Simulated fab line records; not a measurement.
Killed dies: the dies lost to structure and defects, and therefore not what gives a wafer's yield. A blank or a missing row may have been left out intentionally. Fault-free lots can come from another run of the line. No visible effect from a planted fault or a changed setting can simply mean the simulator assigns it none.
fab line records    flow sky130
[record] lots = 15  wafers = 45  last-day = 50
route steps=708 shown FIELD_ISO@15 PWDE@55 NWELL@67
lots that met no fault: taken from a fault-free run of the same line
start-h: the number of hours between the record's first day and the start of the first shown wafer of the lot    wait-h: hours from the lot's prior step to this one    " unchanged from the row above    L1.1+2: several wafers, shown together as one row    - no value, or no start was given    * or withheld: withheld    < > ~ a bound
route shown NAME@n: a module of which the file shows steps, and the number in the route of the first    usual: mean/standard deviation of fault-free wafers    same: alike in all rows    chamber/n: place in a boat    sites: per-site readings    _std_site: standard deviation across them    _edge_site: outer sites' mean less inner sites'    radius-mm: how far each site lies from the wafer's centre    mask NAME#n: copy n    behind: the tool/chamber that last shaped the wafer    hold: what put the lot on hold/how long, in hours/how the hold closed    device: the n, p or np transistor that did not switch    end of line: tests run on the same wafers once the route is complete    a step given without rows: its recipe and nothing more    killed: the dies lost at the first sort to structure and to defects; this is not the yield of the wafer    map: dies across one wafer; x = killed, . = not, _ = none there
set.NAME: the setting as run; set.NAME@STEP: as run at that earlier step    model.NAME: the simulator's own value behind a step, which no gauge read
the route's steps for a sample of lots (tables are steps, rows are wafers)
services: from which hour (start-h, from the record's first day; less than 0 if before it) a tool's chamber was out of use, for how many hours, and why
[[steps]]
[step SKY_FIELD_ISO_ETCH_14]
[recipe] chemistry = N2/H2  target = BARC  ion-energy-ev = 200  source-w = 500  bias-w = 100  pressure-mtorr = 30  n2-flow-sccm = 100  h2-flow-sccm = 200  stop-on = SiO2  time-s = 45.9  target-depth-a = 600
[usual] drypump-motor-current-A = 5.7/0.32  oes-product-au = 0.855/0.0046  throttle-valve-pct = 13.226/0.0097
lot.wafer  tool         chamber  start-h  wait-h  drypump-motor-current-A  oes-product-au  rf-hours-counter-h  throttle-valve-pct
L481.1     rie-diel-02  2        33.78    0.1     5.7                      0.855           2                   13.225
L481.2     "            1        "        "       5.7                      0.863           22                  13.209
L481.5     "            0        "        "       5.1                      0.860           -                   13.256
L483.2     rie-diel-04  3        43.59    0.1     5.8                      0.861           3                   13.215
L483.4     "            1        "        "       5.9                      0.860           109                 13.224
L483.5     "            2        "        "       6.2                      0.858           -                   13.213
L485.2     rie-diel-03  1        56.24    0.1     5.6                      0.852           20                  13.222
L485.4     "            0        "        "       5.7                      0.849           100                 13.218
L485.5     "            2        "        "       6.4                      0.857           -                   13.237
L487.2     rie-diel-04  3        65.17    0.1     5.8                      0.856           4                   13.222
L487.5     "            0        "        "       5.4                      0.859           -                   13.221
L487.6     "            1        "        "       5.9                      0.865           -                   13.231
L488.3     rie-diel-04  3        69.37    0.1     5.8                      0.852           4                   13.240
L488.4     "            0        "        "       5.4                      0.857           80                  13.224
L488.5     "            1        "        "       5.8                      0.855           -                   13.217
L489.4     rie-diel-02  0        74.92    0.0     5.1                      0.859           48                  13.229
L489.5     "            0        "        "       5.1                      0.859           -                   13.218
L489.6     "            3        "        "       5.9                      0.859           -                   13.221
L490.3     rie-diel-03  2        80.57    0.1     6.4                      0.856           68                  13.223
L490.5     "            0        "        "       5.7                      0.855           -                   13.230
L490.6     "            1        "        "       5.6                      0.852           -                   13.223
L491.1     rie-diel-04  3        85.23    0.1     5.9                      0.858           4                   13.230
L491.3     "            0        "        "       5.4                      0.852           80                  13.223
L491.5     "            0        "        "       5.5                      0.857           -                   13.215
L496.3     rie-diel-02  0        111.58   0.1     5.1                      0.849           48                  13.233
L496.4     "            2        "        "       5.7                      0.860           4                   13.235
L496.6     "            3        "        "       5.9                      0.860           -                   13.237
L497.1     rie-diel-03  0        119.38   0.1     5.7                      0.857           101                 13.232
L497.3     "            1        "        "       5.6                      0.858           21                  13.214
L497.4     "            2        "        "       6.4                      0.853           69                  13.223
L498.2     rie-diel-04  1        122.77   0.1     5.9                      0.849           111                 13.220
L498.3     "            0        "        "       5.5                      0.854           81                  13.237
L498.6     "            3        "        "       5.8                      0.852           -                   13.237
L500.2     rie-diel-04  1        134.38   0.1     5.8                      0.863           111                 13.226
L500.4     "            3        "        "       5.8                      0.853           5                   13.220
L500.6     "            2        "        "       6.2                      0.855           -                   13.250
L501.2     rie-diel-03  3        136.97   0.1     5.4                      0.853           6                   13.224
L501.3     "            0        "        "       5.7                      0.848           101                 13.232
L501.5     "            3        "        "       5.4                      0.857           -                   13.240
L502.2     rie-diel-03  0        147.28   0.1     5.7                      0.859           101                 13.233
L502.3     "            2        "        "       6.4                      0.853           69                  13.237
L502.5     "            1        "        "       5.6                      0.865           -                   13.234
L503.2     rie-diel-03  1        154.88   0.1     5.6                      0.863           21                  13.236
L503.5     "            3        "        "       5.4                      0.858           -                   13.204
L503.6     "            0        "        "       5.7                      0.860           -                   13.205
[step SKY_FIELD_ISO_THK_MEAS_25]
[recipe] reads = SiO2_of_FIELD_ISO_CVD_24
[usual] FIELD_ISO_CVD_24_THK = 597/6.2
lot.wafer  tool           chamber  start-h  wait-h  FIELD_ISO_CVD_24_THK[nm]
L481.1     film-metro-01  -        35.62    0.0     601
L481.2     "              -        "        "       597
L481.5     "              -        "        "       594
L483.2     film-metro-01  -        45.44    0.0     592
L483.4     "              -        "        "       601
L483.5     "              -        "        "       593
L485.2     film-metro-03  -        58.10    0.0     593
L485.4     "              -        "        "       591
L485.5     "              -        "        "       583
L487.2     film-metro-01  -        67.05    0.0     593
L487.5     "              -        "        "       591
L487.6     "              -        "        "       593
L488.3     film-metro-02  -        71.26    0.1     605
L488.4     "              -        "        "       599
L488.5     "              -        "        "       593
L489.4     film-metro-01  -        78.05    0.0     602
L489.5     "              -        "        "       605
L489.6     "              -        "        "       594
L490.3     film-metro-01  -        83.97    0.1     594
L490.5     "              -        "        "       612
L490.6     "              -        "        "       589
L491.1     film-metro-01  -        87.70    0.0     600
L491.3     "              -        "        "       600
L491.5     "              -        "        "       607
L496.3     film-metro-01  -        115.09   0.1     593
L496.4     "              -        "        "       599
L496.6     "              -        "        "       606
L497.1     film-metro-03  -        124.53   0.0     592
L497.3     "              -        "        "       592
L497.4     "              -        "        "       592
L498.2     film-metro-03  -        130.10   0.0     583
L498.3     "              -        "        "       592
L498.6     "              -        "        "       592
L500.2     film-metro-01  -        139.69   0.0     598
L500.4     "              -        "        "       595
L500.6     "              -        "        "       604
L501.2     film-metro-02  -        139.69   0.0     597
L501.3     "              -        "        "       589
L501.5     "              -        "        "       603
L502.2     film-metro-02  -        149.15   0.0     599
L502.3     "              -        "        "       597
L502.5     "              -        "        "       603
L503.2     film-metro-03  -        156.76   0.0     584
L503.5     "              -        "        "       586
L503.6     "              -        "        "       597
[step SKY_PWDE_TW_MEAS_10]
[usual] PWDE_TW = 373.9/1.9
lot.wafer  tool           chamber  start-h  wait-h  PWDE_TW
L481.1     film-metro-04  -        72.20    0.1     375.7
L481.2     "              -        "        "       373.7
L481.5     "              -        "        "       374.3
L483.2     film-metro-02  -        82.06    0.1     371.6
L483.4     "              -        "        "       373.5
L483.5     "              -        "        "       372.7
L485.2     film-metro-01  -        97.41    0.1     374.6
L485.4     "              -        "        "       374.2
L485.5     "              -        "        "       373.0
L487.2     film-metro-04  -        105.31   0.1     376.8
L487.5     "              -        "        "       375.9
L487.6     "              -        "        "       374.5
L488.3     film-metro-04  -        111.76   0.1     374.8
L488.4     "              -        "        "       377.4
L488.5     "              -        "        "       375.1
L489.4     film-metro-01  -        120.53   0.1     374.2
L489.5     "              -        "        "       374.4
L489.6     "              -        "        "       374.0
L490.3     film-metro-04  -        123.61   0.1     372.3
L490.5     "              -        "        "       374.0
L490.6     "              -        "        "       377.1
L491.1     film-metro-01  -        127.55   0.1     374.4
L491.3     "              -        "        "       375.2
L491.5     "              -        "        "       374.1
L496.3     film-metro-02  -        161.42   0.1     370.8
L496.4     "              -        "        "       372.8
L496.6     "              -        "        "       372.5
L497.1     film-metro-02  -        178.70   0.1     371.2
L497.3     "              -        "        "       371.0
L497.4     "              -        "        "       372.2
L498.2     film-metro-01  -        178.70   0.1     375.1
L498.3     "              -        "        "       375.8
L498.6     "              -        "        "       375.9
L501.2     film-metro-01  -        186.56   0.1     373.2
L501.3     "              -        "        "       374.7
L501.5     "              -        "        "       373.8
L500.2     film-metro-01  -        187.21   0.1     374.9
L500.4     "              -        "        "       374.2
L500.6     "              -        "        "       374.1
L502.2     film-metro-02  -        195.06   0.1     370.5
L502.3     "              -        "        "       371.1
L502.5     "              -        "        "       370.6
L503.2     film-metro-01  -        202.81   0.1     372.8
L503.5     "              -        "        "       374.1
L503.6     "              -        "        "       374.4
[step SKY_NWELL_STRIP_14]
[recipe] chemistry = O2/N2  power-w = 1400  pressure-mtorr = 1500  platen-temp-c = withheld  o2-flow-sccm = 3000  n2-flow-sccm = 300  overash-fraction = 0.5
[usual] chamber-pressure-mTorr = 1499.7/1.4  drypump-motor-current-A = 5.5/0.35  oes-product-au = 0.723/0.0043  strip-time-to-endpoint-s = 36.93/0.084
lot.wafer  tool             chamber  start-h  wait-h  chamber-pressure-mTorr  drypump-motor-current-A  oes-product-au  rf-hours-counter-h  strip-time-to-endpoint-s
L481.1     plasma-asher-04  0        88.95    0.1     1500.2                  5.6                      0.723           40                  36.89
L481.2     "                1        "        "       1500.3                  5.4                      0.717           40                  36.88
L481.5     "                1        "        "       1499.8                  5.4                      0.728           -                   36.82
L483.2     plasma-asher-02  1        99.65    0.1     1498.4                  5.5                      0.721           27                  37.03
L483.4     "                0        "        "       1499.0                  5.9                      0.721           -                   36.97
L483.5     "                0        "        "       1499.9                  5.9                      0.725           -                   36.88
L485.2     plasma-asher-02  0        115.35   0.1     1499.8                  5.9                      0.727           29                  37.06
L485.4     "                0        "        "       1500.2                  5.8                      0.721           -                   36.97
L485.5     "                1        "        "       1499.4                  5.6                      0.727           -                   36.84
L487.2     plasma-asher-03  1        124.40   0.1     1500.2                  5.8                      0.719           45                  36.91
L487.5     "                0        "        "       1498.5                  4.8                      0.724           -                   36.80
L487.6     "                1        "        "       1496.9                  5.9                      0.717           -                   36.89
L488.3     plasma-asher-03  0        130.68   0.1     -                       -                        -               -                   -
L488.4     "                1        "        "       -                       -                        -               -                   -
L488.5     "                1        "        "       -                       -                        -               -                   -
L489.4     plasma-asher-02  0        138.83   0.1     -                       -                        -               -                   -
L489.5     "                0        "        "       -                       -                        -               -                   -
L489.6     "                1        "        "       -                       -                        -               -                   -
L490.3     plasma-asher-04  1        142.27   0.1     -                       -                        -               -                   -
L490.5     "                1        "        "       -                       -                        -               -                   -
L490.6     "                0        "        "       -                       -                        -               -                   -
L491.1     plasma-asher-04  1        145.55   0.1     1500.0                  5.4                      0.723           3                   37.00
L491.3     "                1        "        "       1500.6                  5.4                      0.717           -                   36.97
L491.5     "                1        "        "       1497.5                  5.4                      0.727           -                   36.99
L496.3     plasma-asher-02  1        181.93   0.1     1498.2                  5.5                      0.725           -                   36.97
L496.4     "                0        "        "       1498.5                  5.8                      0.733           -                   37.04
L496.6     "                0        "        "       1499.5                  5.8                      0.722           -                   36.98
L498.2     plasma-asher-04  1        199.35   0.1     1499.7                  5.4                      0.724           8                   36.91
L498.3     "                1        "        "       1500.2                  5.4                      0.724           -                   36.95
L498.6     "                0        "        "       1500.5                  5.6                      0.726           -                   36.78
L497.1     plasma-asher-03  1        199.79   0.1     1497.5                  5.9                      0.723           52                  37.00
L497.3     "                0        "        "       1498.4                  4.9                      0.726           -                   36.93
L497.4     "                1        "        "       1498.6                  5.9                      0.724           -                   36.94
L501.2     plasma-asher-04  1        208.89   0.1     1500.1                  5.4                      0.717           9                   36.81
L501.3     "                0        "        "       1499.8                  5.6                      0.723           -                   36.84
L501.5     "                0        "        "       1499.5                  5.6                      0.718           -                   36.78
L500.2     plasma-asher-03  0        209.40   0.1     1499.9                  4.8                      0.719           53                  37.01
L500.4     "                0        "        "       1499.9                  4.8                      0.724           -                   36.97
L500.6     "                0        "        "       1498.1                  4.8                      0.721           -                   36.92
L502.2     plasma-asher-03  0        217.55   0.1     1500.7                  4.8                      0.722           54                  37.08
L502.3     "                0        "        "       1501.0                  4.8                      0.722           -                   37.09
L502.5     "                1        "        "       1502.3                  5.8                      0.719           -                   36.88
L503.2     plasma-asher-02  0        224.35   0.1     1503.0                  5.9                      0.723           39                  36.82
L503.5     "                0        "        "       1498.7                  5.8                      0.718           -                   36.98
L503.6     "                1        "        "       1500.5                  5.6                      0.730           -                   36.80
[step SKY_NWELL_STRIP_25]
[recipe] chemistry = O2/N2  power-w = 1400  pressure-mtorr = 1500  platen-temp-c = withheld  o2-flow-sccm = 3000  n2-flow-sccm = 300  overash-fraction = 0.5
[usual] chamber-pressure-mTorr = 1500.1/1.4  drypump-motor-current-A = 5.5/0.37  oes-product-au = 0.722/0.0043  strip-time-to-endpoint-s = 36.96/0.088
lot.wafer  tool             chamber  start-h  wait-h  chamber-pressure-mTorr  drypump-motor-current-A  oes-product-au  rf-hours-counter-h  strip-time-to-endpoint-s
L481.1     plasma-asher-03  1        106.20   0.1     1499.6                  5.9                      0.725           43                  37.00
L481.2     "                0        "        "       1499.2                  4.8                      0.729           43                  36.97
L481.5     "                1        "        "       1498.6                  5.9                      0.725           -                   36.91
L483.2     plasma-asher-04  0        117.80   0.1     1499.0                  5.6                      0.726           0                   36.88
L483.4     "                0        "        "       1501.7                  5.6                      0.720           -                   36.92
L483.5     "                0        "        "       1500.0                  5.6                      0.714           -                   36.70
L485.2     plasma-asher-03  0        134.10   0.1     1500.8                  4.8                      0.724           46                  36.98
L485.4     "                0        "        "       1502.7                  4.9                      0.731           -                   36.99
L485.5     "                1        "        "       1500.7                  5.9                      0.723           -                   36.85
L487.2     plasma-asher-03  0        142.70   0.1     1500.6                  4.8                      0.725           47                  36.94
L487.5     "                0        "        "       1499.8                  4.8                      0.722           -                   37.00
L487.6     "                1        "        "       1498.0                  5.8                      0.728           -                   37.05
L488.3     plasma-asher-04  1        149.27   0.1     1500.2                  5.4                      0.736           -                   81.19
L488.4     "                0        "        "       1501.0                  5.5                      0.735           -                   81.20
L488.5     "                1        "        "       1499.0                  5.4                      0.743           -                   81.09
L489.4     plasma-asher-03  0        159.18   0.1     1500.0                  4.8                      0.744           -                   81.29
L489.5     "                0        "        "       1502.4                  4.8                      0.737           -                   81.13
L489.6     "                1        "        "       1503.0                  5.9                      0.746           -                   81.29
L490.3     plasma-asher-02  1        161.87   0.1     1496.5                  5.6                      0.741           -                   81.21
L490.5     "                0        "        "       1500.0                  5.8                      0.741           -                   81.23
L490.6     "                1        "        "       1499.9                  5.6                      0.742           -                   81.18
L491.1     plasma-asher-04  1        166.05   0.1     1500.1                  5.4                      0.730           4                   36.85
L491.3     "                0        "        "       1500.0                  5.6                      0.724           -                   36.81
L491.5     "                0        "        "       1497.9                  5.6                      0.718           -                   36.88
L496.3     plasma-asher-02  0        203.08   0.1     1501.0                  5.8                      0.721           -                   37.15
L496.4     "                1        "        "       1500.0                  5.6                      0.726           -                   37.00
L496.6     "                0        "        "       1499.6                  5.8                      0.718           -                   37.05
L498.2     plasma-asher-03  0        220.85   0.1     1499.9                  4.8                      0.729           55                  37.18
L498.3     "                0        "        "       1499.9                  4.9                      0.720           -                   37.04
L498.6     "                0        "        "       1499.7                  4.9                      0.718           -                   37.17
L497.1     plasma-asher-02  0        221.90   0.1     1500.2                  5.8                      0.714           39                  36.95
L497.3     "                0        "        "       1499.4                  5.9                      0.717           -                   37.10
L497.4     "                1        "        "       1497.9                  5.6                      0.716           -                   36.99
L501.2     plasma-asher-02  0        231.04   0.1     1498.8                  5.9                      0.729           40                  37.10
L501.3     "                1        "        "       1500.7                  5.6                      0.727           -                   37.18
L501.5     "                1        "        "       1498.9                  5.5                      0.720           -                   37.11
L500.2     plasma-asher-04  1        231.35   0.1     1498.1                  5.4                      0.717           11                  36.97
L500.4     "                1        "        "       1501.5                  5.4                      0.721           -                   36.95
L500.6     "                1        "        "       1502.3                  5.4                      0.727           -                   37.04
L502.2     plasma-asher-04  1        239.95   0.1     1501.3                  5.4                      0.723           12                  36.85
L502.3     "                1        "        "       1498.6                  5.4                      0.727           -                   36.93
L502.5     "                1        "        "       1499.1                  5.4                      0.728           -                   36.94
L503.2     plasma-asher-03  1        246.90   0.1     1499.4                  5.9                      0.723           57                  36.97
L503.5     "                1        "        "       1500.2                  5.8                      0.724           -                   37.00
L503.6     "                0        "        "       1496.9                  4.8                      0.722           -                   36.88
[step SKY_NWELL_TW_MEAS_26]
[usual] NWELL_2_TW = 495.7/2.7
lot.wafer  tool           chamber  start-h  wait-h  NWELL_2_TW
L481.1     film-metro-02  -        106.30   0.1     493.6
L481.2     "              -        "        "       494.0
L481.5     "              -        "        "       492.7
L483.2     film-metro-02  -        117.91   0.1     493.5
L483.4     "              -        "        "       492.4
L483.5     "              -        "        "       491.8
L485.2     film-metro-02  -        134.21   0.1     495.0
L485.4     "              -        "        "       498.0
L485.5     "              -        "        "       497.9
L487.2     film-metro-04  -        142.81   0.1     493.4
L487.5     "              -        "        "       496.8
L487.6     "              -        "        "       498.4
L488.3     film-metro-01  -        149.36   0.1     30.2
L488.4     "              -        "        "       30.1
L488.5     "              -        "        "       30.3
L489.4     film-metro-02  -        159.28   0.1     30.0
L489.5     "              -        "        "       30.0
L489.6     "              -        "        "       30.0
L490.3     film-metro-02  -        161.96   0.1     29.9
L490.5     "              -        "        "       29.9
L490.6     "              -        "        "       29.9
L491.1     film-metro-04  -        166.15   0.1     499.8
L491.3     "              -        "        "       497.0
L491.5     "              -        "        "       500.1
L496.3     film-metro-02  -        203.17   0.1     490.8
L496.4     "              -        "        "       493.5
L496.6     "              -        "        "       491.3
L498.2     film-metro-02  -        220.96   0.1     498.5
L498.3     "              -        "        "       493.4
L498.6     "              -        "        "       493.4
L497.1     film-metro-01  -        222.00   0.1     496.1
L497.3     "              -        "        "       498.4
L497.4     "              -        "        "       496.6
L501.2     film-metro-04  -        231.15   0.1     497.0
L501.3     "              -        "        "       496.3
L501.5     "              -        "        "       494.6
L500.2     film-metro-02  -        231.46   0.1     492.7
L500.4     "              -        "        "       494.7
L500.6     "              -        "        "       493.0
L502.2     film-metro-04  -        240.11   0.1     500.7
L502.3     "              -        "        "       500.6
L502.5     "              -        "        "       501.1
L503.2     film-metro-02  -        247.01   0.1     494.1
L503.5     "              -        "        "       488.9
L503.6     "              -        "        "       490.7
[[services]]
tool             chamber  start-h  hours  kind
rie-diel-02      -        15.09    14.6   pm
rie-diel-04      1        45.42    1.8    repair
rie-diel-04      2        47.35    7.7    repair
plasma-asher-03  -        54.79    16.5   repair
rie-diel-04      1        55.99    6.1    repair
rie-diel-02      0        68.68    4.7    repair
rie-diel-02      -        70.21    0.3    repair
plasma-asher-02  -        81.83    6.7    repair
rie-diel-03      3        93.81    22.9   repair
rie-diel-03      0        96.97    3.1    repair
rie-diel-04      -        103.95   0.7    repair
rie-diel-03      1        105.47   1.3    repair
plasma-asher-04  -        108.75   9.0    pm
plasma-asher-04  0        108.75   9.0    vent-cycle
plasma-asher-04  1        108.75   9.0    vent-cycle
rie-diel-03      -        116.00   0.1    repair
plasma-asher-04  0        117.75   -      clean
plasma-asher-04  1        117.75   -      clean
rie-diel-02      2        118.00   15.4   repair
plasma-asher-03  -        124.51   0.5    repair
rie-diel-02      -        141.85   2.8    pm
rie-diel-03      0        158.93   1.6    repair
plasma-asher-04  -        160.57   2.8    repair
rie-diel-03      3        199.61   5.0    repair
[[key]]
[first-sign] step = SKY_NWELL_STRIP_14  reading = tool-record  direction = missing
[effect] step = SKY_NWELL_STRIP_25  reading = strip-time-to-endpoint-s  direction = up  sigmas = 99+  usual = *  struck = *
[effect] step = SKY_NWELL_TW_MEAS_26  reading = NWELL_2_TW  direction = down  sigmas = 99+  usual = 495.7  struck = 30.0
met-at SKY_NWELL_STRIP_14
struck-lots L488,L489,L490
sort-left-out L488.3,L488.4,L488.5,L489.4,L489.5,L489.6,L490.3,L490.5,L490.6
tester-left-out L488,L489,L490
not-acting-at SKY_FIELD_ISO_ETCH_14,SKY_FIELD_ISO_THK_MEAS_25,SKY_PWDE_TW_MEAS_10
onset-between 124.40 130.68
[fault] kind = skipped-step-whole  tool = plasma-asher-02,plasma-asher-03,plasma-asher-04  chamber = -  onset-h = 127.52  steps = SKY_NWELL_STRIP_14  scope = struck-lots-only
// tester-left-out: of these lots the tester's yield and bins aren't shown, on N5 and GAA mostly nor the transistor test; their killed dies are dies lost to structure and defects alone, not to doping, threshold or leakage, so they don't give the yield
// sort-left-out: the simulated sort isn't trusted on such a fault, so these wafers' sort isn't shown, and their yield isn't known
